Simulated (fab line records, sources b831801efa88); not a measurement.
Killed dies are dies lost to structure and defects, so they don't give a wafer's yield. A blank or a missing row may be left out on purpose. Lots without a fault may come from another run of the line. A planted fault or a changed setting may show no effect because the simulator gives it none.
One fault seen from 2 desks | flow sky130 | each desk has only its own numbers; what lay behind them comes last

THE TOOL OWNER'S DESK: rie_diel-04
The tool's own readings at SKY_LI_CONTACT_ETCH_14 (etches BARC in N2/H2, stops on SiO2, time 44.67 s, target depth 60 nm): means of the sampled wafers that have a number, for each lot that ran on this tool. A lot is out of limits, marked OUT, if its mean lies more than 4 standard deviations from the usual mean; the brackets give that distance.
Columns: A = bias_w at SKY_LI_CONTACT_ETCH_14, usual 100.04 W; B = chamber_pressure_mTorr at SKY_LI_CONTACT_ETCH_14, usual 30.002 mTorr; C = drypump_motor_current_A at SKY_LI_CONTACT_ETCH_14, usual 6.0 A; D = n2_flow_sccm at SKY_LI_CONTACT_ETCH_14, usual 100.01 sccm; E = oes_product_au at SKY_LI_CONTACT_ETCH_14, usual 0.869 a.u.; F = rf_fwd_power_W at SKY_LI_CONTACT_ETCH_14, usual 495.7 W; G = throttle_valve_pct at SKY_LI_CONTACT_ETCH_14, usual 13.227 %
lot  | first seen here | A      | B      | C   | D      | E     | F     | G
L179 | day 29 12:17    | 99.96  | 29.983 | 6.2 | 99.93  | 0.871 | 493.6 | 13.223
L189 | day 32 18:29    | 100.00 | 29.997 | 5.8 | 100.17 | 0.874 | 494.6 | 13.224
L191 | day 33 17:47    | 99.85  | 29.979 | 6.2 | 99.95  | 0.862 | 493.7 | 13.222
L193 | day 34 00:41    | 100.00 | 29.995 | 6.2 | 100.07 | 0.868 | 492.8 | 13.226
L198 | day 35 20:55    | 100.13 | 30.027 | 5.9 | 100.08 | 0.876 | 495.8 | 13.222
This desk's finding: nothing out of limits on any of the 5 lots.

THE METROLOGY DESK
What the gauges read, lot by lot, whatever tool the lot ran on: means of the sampled wafers that have a number. A lot is out of limits, marked OUT, if its mean lies more than 4 standard deviations from the usual mean; the brackets give that distance.
Columns: A = cd_nm at SKY_LI_CONTACT_CD_MEAS_12, usual 170.0 nm; B = LI_CONTACT_OVL at SKY_LI_CONTACT_OVL_MEAS_13, usual 2 nm
lot  | first seen here | A     | B
L179 | day 29 12:08    | 169.4 | 5
L186 | day 31 18:31    | 171.4 | 2
L185 | day 31 19:55    | 168.9 | 2
L189 | day 32 18:21    | 167.8 | 10
L191 | day 33 17:38    | 169.9 | 4
L193 | day 34 00:32    | 169.8 | -6
L195 | day 34 18:20    | 169.3 | 5
L196 | day 35 02:29    | 170.2 | -5
L198 | day 35 20:44    | 169.6 | 3
L201 | day 36 22:52    | 170.9 | 1
This desk's finding: nothing out of limits on any of the 10 lots.

PUT TOGETHER
The tool owner's desk saw nothing out of limits.
The metrology desk saw nothing out of limits.

WHAT THE SIMULATOR HAD PUT IN
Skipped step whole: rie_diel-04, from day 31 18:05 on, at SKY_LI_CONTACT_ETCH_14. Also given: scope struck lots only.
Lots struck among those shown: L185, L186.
